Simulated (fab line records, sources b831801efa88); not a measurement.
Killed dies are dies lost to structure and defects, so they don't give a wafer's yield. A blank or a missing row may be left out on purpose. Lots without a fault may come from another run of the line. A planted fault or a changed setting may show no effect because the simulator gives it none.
fab line records | flow sky130
record lots=5 wafers=15 last_day=48
route steps=708 shown CAP2M@603 METAL4@621
lots that met no fault: from a run of the same line without faults
start_h: hours from the record's first day to the start of the lot's first wafer shown | wait_h: hours since the lot's step before | " the same as in the row above | L1.1+2: a row that stands for several wafers | - no value, or no start given | * or withheld: withheld | < > ~ a bound
route shown NAME@n: a module of which the file shows steps, and the number in the route of the first | usual: mean/standard deviation of fault-free wafers | same: alike in all rows | chamber/n: place in a boat | sites: the reading at each site | _std_site: their standard deviation | _edge_site: outer sites' mean less inner sites' | radius_mm: how far each site lies from the wafer's centre | mask NAME#n: copy n | behind: the tool/chamber that last shaped the wafer | hold: why the lot was held/for how many hours/how that ended | device: the transistor (n, p or np) that didn't switch | end of line: the same wafers' tests at the end of the route | a step without rows: its recipe alone | killed: dies lost to structure and defects at the first sort, not the wafer's yield | map: a wafer's dies, x killed, . not, _ none there
set.NAME: the setting as run; set.NAME@STEP: as run at that earlier step | model.NAME: the simulator's own value behind a step, which no gauge read
lots at some steps of the route; a table a step, a row a wafer
services: from which hour (start_h, from the record's first day; less than 0 if before it) a tool's chamber was out of use, for how many hours, and why
## steps
# step SKY_CAP2M_CVD_00
# recipe material=SiO2 target_thk_nm=15.5 temp_c=400 time_s=withheld rf_w=450
# usual heater_power_w=736/79
# columns lot.wafer tool chamber start_h wait_h heater_power_w
L074.2 pecvd-04 1 952.00 0.0 786
L074.5 " 1 " " 780
L074.6 " 2 " " 734
L076.3 pecvd-01 0 971.22 0.0 605
L076.5 " 1 " " 579
L076.6 " 2 " " 804
L079.1 pecvd-04 1 991.80 0.0 897
L079.2 " 0 " " 620
L079.4 " 1 " " 884
L081.4 pecvd-02 1 999.16 0.0 815
L081.5 " 0 " " 778
L081.6 " 2 " " 763
L082.1 pecvd-04 1 1015.17 0.0 848
L082.3 " 2 " " 738
L082.4 " 2 " " 753
# step SKY_CAP2M_THK_MEAS_01
# recipe reads=SiO2_of_CAP2M_CVD_00
# usual CAP2M_CVD_00_THK=15.64/0.26
# columns lot.wafer tool chamber start_h wait_h CAP2M_CVD_00_THK[nm]
L074.2 film_metro-03 - 952.03 - 15.29
L074.5 " - " " 15.77
L074.6 " - " " 15.79
L076.3 film_metro-03 - 971.26 - 15.46
L076.5 " - " " 15.56
L076.6 " - " " 15.71
L079.1 film_metro-02 - 991.82 - 15.67
L079.2 " - " " 15.66
L079.4 " - " " 15.68
L081.4 film_metro-02 - 999.20 - 15.53
L081.5 " - " " 15.77
L081.6 " - " " 15.45
L082.1 film_metro-03 - 1015.19 - 15.55
L082.3 " - " " 15.82
L082.4 " - " " 16.00
# step SKY_CAP2M_SPUTTER_02
# recipe material=TiN target_thk_nm=200 temp_c=300 power_w=6500 time_s=166.7 chamber_pressure_pa=0.4
# usual throttle_valve_pct=30.5/0.92
# columns lot.wafer tool chamber start_h wait_h throttle_valve_pct
L074.2 pvd_sputter-01 - 952.08 0.0 31.2
L074.5 " - " " 30.6
L074.6 " - " " 31.1
L076.3 pvd_sputter-01 - 971.30 0.0 31.2
L076.5 " - " " 30.9
L076.6 " - " " 29.6
L079.1 pvd_sputter-01 - 991.88 0.1 31.4
L079.2 " - " " 29.5
L079.4 " - " " 30.9
L081.4 pvd_sputter-03 - 999.23 0.0 29.8
L081.5 " - " " 29.0
L081.6 " - " " 29.7
L082.1 pvd_sputter-01 - 1015.25 0.1 31.2
L082.3 " - " " 29.5
L082.4 " - " " 31.3
# step SKY_CAP2M_RS_MEAS_03
# recipe thk_meas_gauge=four-point-probe reads=TiN_of_CAP2M_SPUTTER_02
# usual CAP2M_TIN_RS=6.94/0.093
# columns lot.wafer tool chamber start_h wait_h CAP2M_TIN_RS[ohm/sq]
L074.2 film_metro-04 - 952.21 0.1 6.78
L074.5 " - " " 6.88
L074.6 " - " " 6.78
L076.3 film_metro-02 - 971.45 0.1 7.09
L076.5 " - " " 6.98
L076.6 " - " " 7.00
L079.1 film_metro-04 - 991.99 0.1 6.97
L079.2 " - " " 6.91
L079.4 " - " " 6.92
L081.4 film_metro-04 - 999.40 0.1 6.96
L081.5 " - " " 6.85
L081.6 " - " " 7.02
L082.1 film_metro-04 - 1015.36 0.1 7.06
L082.3 " - " " 7.09
L082.4 " - " " 7.19
# step SKY_CAP2M_THK_MEAS_04
# recipe thk_meas_gauge=xrf reads=TiN_of_CAP2M_SPUTTER_02
# usual CAP2M_TIN_THK=200.9/2.9
# columns lot.wafer tool chamber start_h wait_h CAP2M_TIN_THK[nm]
L074.2 film_metro-04 - 952.32 0.1 204.8
L074.5 " - " " 203.1
L074.6 " - " " 206.7
L076.3 film_metro-02 - 971.55 0.1 195.5
L076.5 " - " " 198.1
L076.6 " - " " 198.0
L079.1 film_metro-04 - 992.11 0.1 200.2
L079.2 " - " " 201.8
L079.4 " - " " 200.8
L081.4 film_metro-04 - 999.49 0.1 200.3
L081.5 " - " " 203.6
L081.6 " - " " 198.4
L082.1 film_metro-04 - 1015.48 0.1 196.5
L082.3 " - " " 196.2
L082.4 " - " " 193.1
# step SKY_CAP2M_DEHYDRATE_05
# recipe temp_c=200 time_s=60
# usual heater_power_total_W=160.38/0.14 resist_line_temp_C=23.02/0.099
# columns lot.wafer tool chamber start_h wait_h heater_power_total_W resist_line_temp_C
L074.2 litho_track-04 0 964.20 11.9 160.39 23.04
L074.5 " 0 " " 160.40 23.16
L074.6 " 0 " " 160.18 23.09
L076.3 litho_track-04 0 982.92 11.4 160.30 23.07
L076.5 " 0 " " 160.34 23.02
L076.6 " 0 " " 160.26 22.94
L079.1 litho_track-02 0 1002.73 10.6 160.57 22.94
L079.2 " 0 " " 160.18 22.86
L079.4 " 0 " " 160.26 22.98
L081.4 litho_track-04 0 1010.50 11.0 160.47 22.95
L081.5 " 0 " " 160.45 22.86
L081.6 " 0 " " 160.19 22.89
L082.1 litho_track-02 0 1027.08 11.6 160.39 23.12
L082.3 " 0 " " 160.51 23.14
L082.4 " 0 " " 160.46 23.00
# step SKY_CAP2M_HMDS_06
# recipe prime_time_s=60 prime_temp_c=120
# usual resist_line_temp_C=23.00/0.098
# columns lot.wafer tool chamber start_h wait_h resist_line_temp_C
L074.2 litho_track-04 0 964.35 0.1 23.05
L074.5 " 0 " " 22.82
L074.6 " 0 " " 22.93
L076.3 litho_track-04 0 983.07 0.1 23.03
L076.5 " 0 " " 23.14
L076.6 " 0 " " 23.10
L079.1 litho_track-02 0 1002.88 0.1 23.15
L079.2 " 0 " " 23.11
L079.4 " 0 " " 23.31
L081.4 litho_track-04 0 1010.65 0.1 23.04
L081.5 " 0 " " 22.83
L081.6 " 0 " " 22.86
L082.1 litho_track-02 0 1027.23 0.1 23.02
L082.3 " 0 " " 23.11
L082.4 " 0 " " 22.98
# step SKY_CAP2M_COAT_07
# recipe resist=NOVOLAK spin_rpm=3000 resist_thk_nm=1140
# usual dispense_pressure_kPa=45.1/2.3 resist_line_temp_C=23.00/0.11
# columns lot.wafer tool chamber start_h wait_h dispense_pressure_kPa resist_line_temp_C
L074.2 litho_track-04 0 964.50 0.1 43.0 22.90
L074.5 " 0 " " 43.0 23.16
L074.6 " 0 " " 42.9 23.02
L076.3 litho_track-04 0 983.22 0.1 42.9 22.94
L076.5 " 0 " " 42.9 22.96
L076.6 " 0 " " 43.0 22.85
L079.1 litho_track-02 0 1003.03 0.1 44.6 23.03
L079.2 " 0 " " 44.7 22.95
L079.4 " 0 " " 44.7 22.89
L081.4 litho_track-04 0 1010.80 0.1 42.9 22.99
L081.5 " 0 " " 42.9 22.93
L081.6 " 0 " " 42.9 23.13
L082.1 litho_track-02 0 1027.38 0.1 44.7 23.11
L082.3 " 0 " " 44.7 23.15
L082.4 " 0 " " 44.7 23.22
# step SKY_CAP2M_SOFTBAKE_08
# recipe temp_c=90 time_s=60 resist=NOVOLAK
# usual heater_power_total_W=56.59/0.049 resist_line_temp_C=23.02/0.12
# columns lot.wafer tool chamber start_h wait_h heater_power_total_W resist_line_temp_C
L074.2 litho_track-04 0 964.65 0.1 56.65 23.01
L074.5 " 0 " " 56.66 22.92
L074.6 " 0 " " 56.60 23.00
L076.3 litho_track-04 0 983.37 0.1 56.59 22.88
L076.5 " 0 " " 56.55 22.96
L076.6 " 0 " " 56.59 23.04
L079.1 litho_track-02 0 1003.18 0.1 56.64 23.22
L079.2 " 0 " " 56.48 23.13
L079.4 " 0 " " 56.52 23.34
L081.4 litho_track-04 0 1010.95 0.1 56.55 23.02
L081.5 " 0 " " 56.62 22.88
L081.6 " 0 " " 56.56 22.97
L082.1 litho_track-02 0 1027.53 0.1 56.65 23.09
L082.3 " 0 " " 56.60 23.27
L082.4 " 0 " " 56.62 23.34
# step SKY_CAP2M_EXPOSE_09
# recipe mask_id=CAP2M na=0.6 source_shape=conventional sigma_outer=0.6 polarization=unpolarized target_cd_nm=1000 dose_mj=159
# usual stage_vel_mm_s=499.98/0.25
# columns lot.wafer tool chamber start_h wait_h mask stage_vel_mm_s
L074.2 iline_stepper-01 0 - - CAP2M#0 500.21
L074.5 " 0 " " CAP2M#0 499.97
L074.6 " 0 " " CAP2M#0 500.09
L076.3 iline_stepper-01 0 - - CAP2M#0 499.88
L076.5 " 0 " " CAP2M#0 499.62
L076.6 " 0 " " CAP2M#0 499.53
L079.1 iline_stepper-01 0 - - CAP2M#0 499.82
L079.2 " 0 " " CAP2M#0 500.39
L079.4 " 0 " " CAP2M#0 500.10
L081.4 iline_stepper-02 0 - - CAP2M#0 499.47
L081.5 " 0 " " CAP2M#0 499.63
L081.6 " 0 " " CAP2M#0 499.79
L082.1 iline_stepper-02 0 - - CAP2M#0 500.45
L082.3 " 0 " " CAP2M#0 500.10
L082.4 " 0 " " CAP2M#0 500.10
# step SKY_CAP2M_PEB_10
# recipe temp_c=withheld time_s=* resist=NOVOLAK
# usual resist_line_temp_C=*
# columns lot.wafer tool chamber start_h wait_h resist_line_temp_C
L074.2 litho_track-03 0 - - *
L074.5 " 0 " " *
L074.6 " 0 " " *
L076.3 litho_track-02 0 - - *
L076.5 " 0 " " *
L076.6 " 0 " " *
L079.1 litho_track-02 0 - - *
L079.2 " 0 " " *
L079.4 " 0 " " *
L081.4 litho_track-04 0 - - *
L081.5 " 0 " " *
L081.6 " 0 " " *
L082.1 litho_track-04 0 - - *
L082.3 " 0 " " *
L082.4 " 0 " " *
# step SKY_CAP2M_DEVELOP_11
# recipe resist=NOVOLAK developer=TMAH develop_time_s=60 dev_temp_c=23
# usual resist_line_temp_C=22.99/0.11
# same develop_time_s=60
# columns lot.wafer tool chamber start_h wait_h resist_line_temp_C
L074.2 litho_track-03 0 976.73 0.1 23.02
L074.5 " 0 " " 22.91
L074.6 " 0 " " 22.89
L076.3 litho_track-02 0 995.43 0.1 22.86
L076.5 " 0 " " 22.97
L076.6 " 0 " " 23.03
L079.1 litho_track-02 0 1014.68 0.1 22.95
L079.2 " 0 " " 23.10
L079.4 " 0 " " 23.06
L081.4 litho_track-04 0 1022.80 0.1 22.97
L081.5 " 0 " " 23.02
L081.6 " 0 " " 22.81
L082.1 litho_track-04 0 1039.57 0.1 22.93
L082.3 " 0 " " 22.89
L082.4 " 0 " " 22.87
# step SKY_CAP2M_OVL_MEAS_12
# usual CAP2M_OVL=-0.5/1.4
# columns lot.wafer tool chamber start_h wait_h CAP2M_OVL[nm]
L074.2 overlay-02 - 976.87 0.1 1.0
L074.5 " - " " 0.5
L074.6 " - " " 1.3
L076.3 overlay-01 - 995.55 0.1 -1.2
L076.5 " - " " -0.4
L076.6 " - " " 1.9
L079.1 overlay-02 - 1014.83 0.1 -1.4
L079.2 " - " " -0.4
L079.4 " - " " -2.0
L081.4 overlay-01 - 1022.89 0.1 -1.4
L081.5 " - " " -1.3
L081.6 " - " " -0.5
L082.1 overlay-01 - 1039.72 0.1 -1.5
L082.3 " - " " 0.7
L082.4 " - " " 1.1
# step SKY_CAP2M_METAL_ETCH_13
# recipe target_depth_nm=220 stop_on=SiO2 chemistry=Cl2/BCl3 target=TiN pressure_mtorr=10 icp_w=900 bias_w=48.5 Cl2_flow_sccm=60 bcl3_flow_sccm=30 time_s=62.9
# usual chamber_pressure_mTorr=9.999/0.0096 drypump_motor_current_A=5.43/0.29 oes_product_au=0.939/0.0091 throttle_valve_pct=21.903/0.011
# columns lot.wafer tool chamber start_h wait_h chamber_pressure_mTorr drypump_motor_current_A oes_product_au rf_hours_counter_h throttle_valve_pct
L074.2 rie_metal-03 1 976.90 0.0 9.993 5.62 0.953 6 21.899
L074.5 " 1 " " 10.008 5.63 0.944 - 21.916
L074.6 " 0 " " 9.978 5.03 0.955 - 21.899
L076.3 rie_metal-03 0 995.59 0.0 10.006 5.04 0.917 - 21.898
L076.5 " 0 " " 9.993 5.04 0.937 - 21.914
L076.6 " 1 " " 9.996 5.61 0.928 - 21.896
L079.1 rie_metal-04 1 1014.87 0.0 10.003 5.82 0.936 15 21.912
L079.2 " 0 " " 10.003 5.16 0.947 11 21.887
L079.4 " 1 " " 9.994 5.84 0.935 - 21.898
L081.4 rie_metal-03 1 1022.93 0.0 10.000 5.63 0.937 - 21.893
L081.5 " 1 " " 9.998 5.63 0.947 - 21.892
L081.6 " 0 " " 10.002 5.06 0.938 - 21.905
L082.1 rie_metal-03 0 1039.76 0.0 9.999 5.05 0.922 15 21.918
L082.3 " 0 " " 10.001 5.04 0.927 - 21.900
L082.4 " 1 " " 9.999 5.61 0.915 - 21.913
# step SKY_CAP2M_STRIP_14
# recipe chemistry=O2/N2 power_w=1400 pressure_mtorr=1500 platen_temp_c=withheld o2_flow_sccm=3000 n2_flow_sccm=300 overash_fraction=0.5
# usual chamber_pressure_mTorr=1499.9/1.4 drypump_motor_current_A=6.0/0.4 oes_product_au=0.710/0.0047 strip_time_to_endpoint_s=12.67/0.049
# columns lot.wafer tool chamber start_h wait_h chamber_pressure_mTorr drypump_motor_current_A oes_product_au rf_hours_counter_h strip_time_to_endpoint_s
L074.2 plasma_asher-04 0 976.97 0.1 1499.7 6.4 0.703 57 12.65
L074.5 " 1 " " 1497.6 6.0 0.704 - 12.69
L074.6 " 0 " " 1499.0 6.4 0.702 - 12.68
L076.3 plasma_asher-01 0 995.68 0.1 1499.5 5.3 0.710 - 12.70
L076.5 " 1 " " 1500.1 6.4 0.710 - 12.67
L076.6 " 0 " " 1497.9 5.3 0.714 - 12.71
L079.1 plasma_asher-04 0 1014.95 0.1 1503.1 6.4 0.714 60 12.64
L079.2 " 1 " " 1498.0 6.0 0.723 60 12.66
L079.4 " 1 " " 1496.4 6.0 0.708 - 12.70
L081.4 plasma_asher-01 0 1023.02 0.1 1499.7 5.3 0.703 - 12.64
L081.5 " 0 " " 1499.8 5.3 0.715 - 12.69
L081.6 " 1 " " 1499.3 6.4 0.710 - 12.69
L082.1 plasma_asher-04 0 1039.84 0.1 1500.3 6.4 0.723 63 12.61
L082.3 " 1 " " 1498.6 6.1 0.702 - 12.60
L082.4 " 0 " " 1501.3 6.4 0.710 - 12.64
# step SKY_CAP2M_STRIP_15
# recipe chemistry=post_etch_residue_remover time_s=1200 temp_c=72.5
# usual bath_heat_duty_pct=14.9/1.7 temp_c=72.51/0.11
# columns lot.wafer tool chamber start_h wait_h bath_heat_duty_pct temp_c
L074.2 wet_bench-03 1 977.07 0.1 16.8 72.62
L074.5 " 1 " " 14.8 72.55
L074.6 " 1 " " 15.2 72.46
L076.3 wet_bench-02 1 995.75 0.0 15.2 72.60
L076.5 " 1 " " 15.8 72.69
L076.6 " 1 " " 15.4 72.40
L079.1 wet_bench-03 3 1015.05 0.1 12.4 72.38
L079.2 " 3 " " 12.8 72.53
L079.4 " 3 " " 13.8 72.73
L081.4 wet_bench-03 1 1023.09 0.0 15.5 72.52
L081.5 " 1 " " 15.9 72.42
L081.6 " 1 " " 15.5 72.57
L082.1 wet_bench-01 0 1039.94 0.1 12.3 72.64
L082.3 " 0 " " 13.1 72.31
L082.4 " 0 " " 13.0 72.58
# step SKY_CAP2M_CLEAN_16
# recipe chemistry=IPA time_s=180 temp_c=25
# usual bath_heat_duty_pct=6.4/0.88 temp_c=24.98/0.091
# columns lot.wafer tool chamber start_h wait_h bath_heat_duty_pct temp_c
L074.2 wet_bench-01 1 977.41 0.0 8.4 25.05
L074.5 " 1 " " 7.1 25.19
L074.6 " 1 " " 7.4 25.03
L076.3 wet_bench-02 2 996.09 0.0 7.2 24.85
L076.5 " 2 " " 7.0 24.99
L076.6 " 2 " " 6.0 24.95
L079.1 wet_bench-02 3 1015.39 0.0 5.5 24.84
L079.2 " 3 " " 5.9 24.95
L079.4 " 3 " " 5.2 24.89
L081.4 wet_bench-03 0 1023.43 0.0 6.1 24.82
L081.5 " 0 " " 6.6 24.97
L081.6 " 0 " " 6.5 24.93
L082.1 wet_bench-02 1 1040.28 0.0 6.9 25.00
L082.3 " 1 " " 6.6 24.95
L082.4 " 1 " " 7.3 24.99
# step SKY_CAP2M_CLEAN_17
# recipe chemistry=O3/DIW dry=n2_spin
# columns lot.wafer tool chamber start_h wait_h
L074.2+5+6 wet_bench-01 3 977.47 0.0
L076.3+5+6 wet_bench-02 2 996.15 0.0
L079.1+2+4 wet_bench-03 1 1015.45 0.0
L081.4+5+6 wet_bench-03 2 1023.49 0.0
L082.1+3+4 wet_bench-01 0 1040.34 0.0
# step SKY_METAL4_DEHYDRATE_05
# recipe temp_c=200 time_s=60
# usual heater_power_total_W=160.37/0.12 resist_line_temp_C=22.98/0.11
# columns lot.wafer tool chamber start_h wait_h heater_power_total_W resist_line_temp_C
L074.2 litho_track-03 0 989.18 11.6 160.34 23.01
L074.5 " 0 " " 160.33 22.94
L074.6 " 0 " " 160.26 22.95
L076.3 litho_track-03 0 1007.06 10.8 160.34 23.16
L076.5 " 0 " " 160.38 23.11
L076.6 " 0 " " 160.46 22.88
L079.1 litho_track-03 0 1026.41 10.9 160.41 22.87
L079.2 " 0 " " 160.28 22.90
L079.4 " 0 " " 160.44 22.89
L081.4 litho_track-01 0 1034.81 11.2 160.58 22.85
L081.5 " 0 " " 160.22 22.94
L081.6 " 0 " " 160.17 22.92
L082.1 litho_track-01 0 1050.68 10.3 160.30 22.84
L082.3 " 0 " " 160.22 23.05
L082.4 " 0 " " 160.18 22.94
# step SKY_METAL4_HMDS_06
# recipe prime_time_s=60 prime_temp_c=120
# usual resist_line_temp_C=23.01/0.11
# columns lot.wafer tool chamber start_h wait_h resist_line_temp_C
L074.2 litho_track-03 0 989.33 0.1 22.96
L074.5 " 0 " " 23.01
L074.6 " 0 " " 23.16
L076.3 litho_track-03 0 1007.21 0.1 23.00
L076.5 " 0 " " 23.11
L076.6 " 0 " " 23.06
L079.1 litho_track-03 0 1026.56 0.1 22.90
L079.2 " 0 " " 22.88
L079.4 " 0 " " 22.93
L081.4 litho_track-01 0 1034.96 0.1 23.00
L081.5 " 0 " " 22.97
L081.6 " 0 " " 22.97
L082.1 litho_track-01 0 1050.83 0.1 23.00
L082.3 " 0 " " 23.06
L082.4 " 0 " " 22.85
# step SKY_METAL4_COAT_07
# recipe resist=BARC temp_c=withheld time_s=withheld spin_rpm=3000 resist_thk_nm=60
# usual dispense_pressure_kPa=48.6/2.9 resist_line_temp_C=*
# columns lot.wafer tool chamber start_h wait_h dispense_pressure_kPa resist_line_temp_C
L074.2 litho_track-03 0 989.48 0.1 49.2 *
L074.5 " 0 " " 49.2 *
L074.6 " 0 " " 49.2 *
L076.3 litho_track-03 0 1007.36 0.1 49.2 *
L076.5 " 0 " " 49.2 *
L076.6 " 0 " " 49.3 *
L079.1 litho_track-03 0 1026.71 0.1 49.2 *
L079.2 " 0 " " 49.2 *
L079.4 " 0 " " 49.2 *
L081.4 litho_track-01 0 1035.11 0.1 51.9 *
L081.5 " 0 " " 51.9 *
L081.6 " 0 " " 51.9 *
L082.1 litho_track-01 0 1050.98 0.1 51.9 *
L082.3 " 0 " " 51.8 *
L082.4 " 0 " " 51.9 *
# step SKY_METAL4_COAT_08
# recipe resist=KrF-thick spin_rpm=3000 resist_thk_nm=1140
# usual dispense_pressure_kPa=48.6/2.9 resist_line_temp_C=23.02/0.11
# columns lot.wafer tool chamber start_h wait_h dispense_pressure_kPa resist_line_temp_C
L074.2 litho_track-03 0 - - 49.3 22.93
L074.5 " 0 " " 49.3 23.15
L074.6 " 0 " " 49.3 23.17
L076.3 litho_track-03 0 - - 49.3 23.15
L076.5 " 0 " " 49.3 23.04
L076.6 " 0 " " 49.3 23.08
L079.1 litho_track-03 0 - - 49.2 23.06
L079.2 " 0 " " 49.3 23.06
L079.4 " 0 " " 49.2 22.88
L081.4 litho_track-01 0 - - 51.9 22.88
L081.5 " 0 " " 51.9 23.02
L081.6 " 0 " " 51.9 23.06
L082.1 litho_track-01 0 - - 51.9 23.01
L082.3 " 0 " " 51.8 23.08
L082.4 " 0 " " 51.9 22.96
# step SKY_METAL4_SOFTBAKE_09
# recipe temp_c=100 time_s=90 resist=KrF-thick
# usual heater_power_total_W=57.37/0.12 resist_line_temp_C=23.02/0.099
# columns lot.wafer tool chamber start_h wait_h heater_power_total_W resist_line_temp_C
L074.2 litho_track-03 0 - - 57.23 22.95
L074.5 " 0 " " 57.50 22.98
L074.6 " 0 " " 57.44 23.09
L076.3 litho_track-03 0 - - 57.33 23.03
L076.5 " 0 " " 57.38 23.12
L076.6 " 0 " " 57.53 23.02
L079.1 litho_track-03 0 - - 57.26 22.97
L079.2 " 0 " " 57.33 22.96
L079.4 " 0 " " 57.47 23.07
L081.4 litho_track-01 0 - - 57.34 23.18
L081.5 " 0 " " 57.41 23.07
L081.6 " 0 " " 57.33 23.29
L082.1 litho_track-01 0 - - 57.34 23.17
L082.3 " 0 " " 57.29 23.05
L082.4 " 0 " " 57.26 23.17
# step SKY_METAL4_EXPOSE_10
# recipe mask_id=MM4 na=0.68 source_shape=annular sigma_inner=0.4 sigma_outer=0.8 target_cd_nm=300 dose_mj=28
# usual stage_vel_mm_s=499.98/0.27
# same sigma_inner=0.4
# columns lot.wafer tool chamber start_h wait_h mask stage_vel_mm_s
L074.2 krf_scanner-01 0 - - MM4#0 499.96
L074.5 " 0 " " MM4#0 499.76
L074.6 " 0 " " MM4#0 499.84
L076.3 krf_scanner-02 0 - - MM4#0 499.84
L076.5 " 0 " " MM4#0 499.56
L076.6 " 0 " " MM4#0 499.71
L079.1 krf_scanner-02 0 - - MM4#0 500.33
L079.2 " 0 " " MM4#0 500.05
L079.4 " 0 " " MM4#0 500.05
L081.4 krf_scanner-01 0 - - MM4#0 499.59
L081.5 " 0 " " MM4#0 499.83
L081.6 " 0 " " MM4#0 500.05
L082.1 krf_scanner-02 0 - - MM4#0 499.76
L082.3 " 0 " " MM4#0 500.15
L082.4 " 0 " " MM4#0 500.18
# step SKY_METAL4_PEB_11
# recipe peb_temp_c=withheld peb_time_s=withheld resist=KrF-thick
# usual resist_line_temp_C=*
# columns lot.wafer tool chamber start_h wait_h resist_line_temp_C
L074.2 litho_track-03 0 - - *
L074.5 " 0 " " *
L074.6 " 0 " " *
L076.3 litho_track-02 0 - - *
L076.5 " 0 " " *
L076.6 " 0 " " *
L079.1 litho_track-01 0 - - *
L079.2 " 0 " " *
L079.4 " 0 " " *
L081.4 litho_track-03 0 - - *
L081.5 " 0 " " *
L081.6 " 0 " " *
L082.1 litho_track-03 0 - - *
L082.3 " 0 " " *
L082.4 " 0 " " *
# step SKY_METAL4_DEVELOP_12
# recipe develop_time_s=60 resist=KrF-thick dev_temp_c=21
# usual resist_line_temp_C=23.00/0.1
# same develop_time_s=60
# columns lot.wafer tool chamber start_h wait_h resist_line_temp_C
L074.2 litho_track-03 0 - - 22.85
L074.5 " 0 " " 23.14
L074.6 " 0 " " 22.97
L076.3 litho_track-02 0 - - 23.04
L076.5 " 0 " " 23.03
L076.6 " 0 " " 23.05
L079.1 litho_track-01 0 - - 23.02
L079.2 " 0 " " 22.96
L079.4 " 0 " " 23.04
L081.4 litho_track-03 0 - - 23.10
L081.5 " 0 " " 23.06
L081.6 " 0 " " 23.07
L082.1 litho_track-03 0 - - 22.93
L082.3 " 0 " " 22.97
L082.4 " 0 " " 22.95
# step SKY_METAL4_CD_MEAS_13
# recipe target_cd_nm=300
# usual cd_nm=300.3/1.5
# columns lot.wafer tool chamber start_h wait_h cd_nm
L074.2 cd_sem-02 - 1002.13 - 299.4
L074.5 " - " " 301.8
L074.6 " - " " 301.1
L076.3 cd_sem-01 - 1019.37 - 301.5
L076.5 " - " " 301.4
L076.6 " - " " 301.8
L079.1 cd_sem-02 - 1039.48 - 302.9
L079.2 " - " " 301.7
L079.4 " - " " 301.4
L081.4 cd_sem-02 - 1047.02 - 300.3
L081.5 " - " " 300.9
L081.6 " - " " 302.2
L082.1 cd_sem-02 - 1062.66 - 300.7
L082.3 " - " " 299.6
L082.4 " - " " 300.9
# step SKY_METAL4_OVL_MEAS_14
# usual METAL4_OVL=1/5.5
# columns lot.wafer tool chamber start_h wait_h METAL4_OVL[nm]
L074.2 overlay-02 - 1002.24 0.1 0
L074.5 " - " " 4
L074.6 " - " " 8
L076.3 overlay-02 - 1019.47 0.1 -5
L076.5 " - " " -9
L076.6 " - " " -6
L079.1 overlay-02 - 1039.60 0.1 13
L079.2 " - " " 6
L079.4 " - " " 0
L081.4 overlay-02 - 1047.10 0.1 1
L081.5 " - " " 22
L081.6 " - " " 13
L082.1 overlay-02 - 1062.78 0.1 3
L082.3 " - " " 6
L082.4 " - " " -4
# step SKY_METAL4_DESCUM_15
# recipe chemistry=O2 source_power_w=150 bias_power_w=0 pressure_mtorr=10 temp_c=40 time_s=8
# usual chamber_pressure_mTorr=10.000/0.0091 drypump_motor_current_A=5.51/0.28 oes_product_au=0.998/0.013 temp_c=40.00/0.1
# columns lot.wafer tool chamber start_h wait_h chamber_pressure_mTorr drypump_motor_current_A oes_product_au rf_hours_counter_h temp_c
L074.2 rie_metal-01 1 1002.27 0.0 9.994 5.26 0.985 21 40.08
L074.5 " 1 " " 9.993 5.26 0.991 - 40.19
L074.6 " 0 " " 10.006 5.74 0.985 - 39.98
L076.3 rie_metal-01 0 1019.51 0.0 10.009 5.73 0.974 - 40.05
L076.5 " 0 " " 10.006 5.70 0.970 - 40.10
L076.6 " 0 " " 10.004 5.75 0.970 - 40.01
L079.1 rie_metal-02 0 1039.64 0.0 10.000 5.22 1.017 13 40.02
L079.2 " 1 " " 10.005 5.72 1.005 20 40.09
L079.4 " 0 " " 9.998 5.23 1.007 - 39.99
L081.4 rie_metal-01 0 1047.13 0.0 10.001 5.71 0.988 - 40.07
L081.5 " 0 " " 10.005 5.71 0.990 - 39.91
L081.6 " 1 " " 9.995 5.27 1.005 - 39.95
L082.1 rie_metal-02 0 1062.82 0.0 10.009 5.20 1.012 14 39.89
L082.3 " 1 " " 10.005 5.73 1.003 - 39.81
L082.4 " 0 " " 10.012 5.22 1.018 - 40.01
# step SKY_METAL4_ETCH_16
# recipe chemistry=N2/H2 target=BARC ion_energy_ev=200 bias_w=100 pressure_mtorr=30 n2_flow_sccm=100 h2_flow_sccm=200 icp_w=500 stop_on=SiO2 time_s=88.2 target_depth_a=600
# usual chamber_pressure_mTorr=30.001/0.029 drypump_motor_current_A=5.52/0.29 oes_product_au=0.625/0.0048 throttle_valve_pct=13.203/0.009
# columns lot.wafer tool chamber start_h wait_h chamber_pressure_mTorr drypump_motor_current_A oes_product_au rf_hours_counter_h throttle_valve_pct
L074.2 rie_metal-01 1 1002.30 0.0 29.971 5.27 0.628 21 13.201
L074.5 " 1 " " 29.993 5.27 0.627 - 13.215
L074.6 " 0 " " 29.970 5.76 0.616 - 13.199
L076.3 rie_metal-01 0 1019.62 0.1 30.014 5.73 0.631 - 13.198
L076.5 " 0 " " 29.981 5.74 0.631 - 13.223
L076.6 " 0 " " 30.009 5.74 0.620 - 13.207
L079.1 rie_metal-02 0 1039.67 0.0 29.982 5.23 0.633 13 13.190
L079.2 " 1 " " 30.075 5.72 0.625 20 13.204
L079.4 " 0 " " 30.053 5.21 0.615 - 13.202
L081.4 rie_metal-01 0 1047.18 0.0 29.982 5.74 0.615 - 13.210
L081.5 " 0 " " 29.969 5.74 0.626 - 13.206
L081.6 " 1 " " 30.023 5.27 0.621 - 13.186
L082.1 rie_metal-02 0 1062.85 0.0 30.051 5.24 0.627 14 13.216
L082.3 " 1 " " 30.027 5.74 0.612 - 13.211
L082.4 " 0 " " 29.974 5.24 0.619 - 13.205
## services
# columns tool chamber start_h hours kind
iline_stepper-01 - 931.78 1.7 pm
iline_stepper-02 - 940.71 4.4 pm
pecvd-04 2 943.99 3.5 repair
iline_stepper-01 - 946.53 5.6 repair
wet_bench-02 - 951.51 2.1 repair
iline_stepper-02 - 953.16 13.6 repair
krf_scanner-02 - 954.73 6.0 repair
krf_scanner-02 - 965.07 1.3 pm
pecvd-04 2 965.37 6.3 repair
krf_scanner-02 - 979.58 3.6 pm
rie_metal-03 - 979.62 1.4 pm
wet_bench-02 - 984.95 0.5 repair
wet_bench-01 - 997.40 1.2 repair
iline_stepper-02 - 1004.67 1.7 pm
iline_stepper-01 - 1006.84 4.4 pm
plasma_asher-04 - 1010.60 1.7 repair
krf_scanner-02 - 1016.79 1.4 repair
krf_scanner-01 - 1028.52 4.4 pm
krf_scanner-01 - 1032.89 0.8 pm
krf_scanner-02 - 1037.67 0.6 repair
krf_scanner-01 - 1038.28 1.0 pm
rie_metal-02 - 1041.54 0.5 repair
iline_stepper-01 - 1045.14 2.1 pm
plasma_asher-01 - 1055.25 9.0 pm
## key
fault none
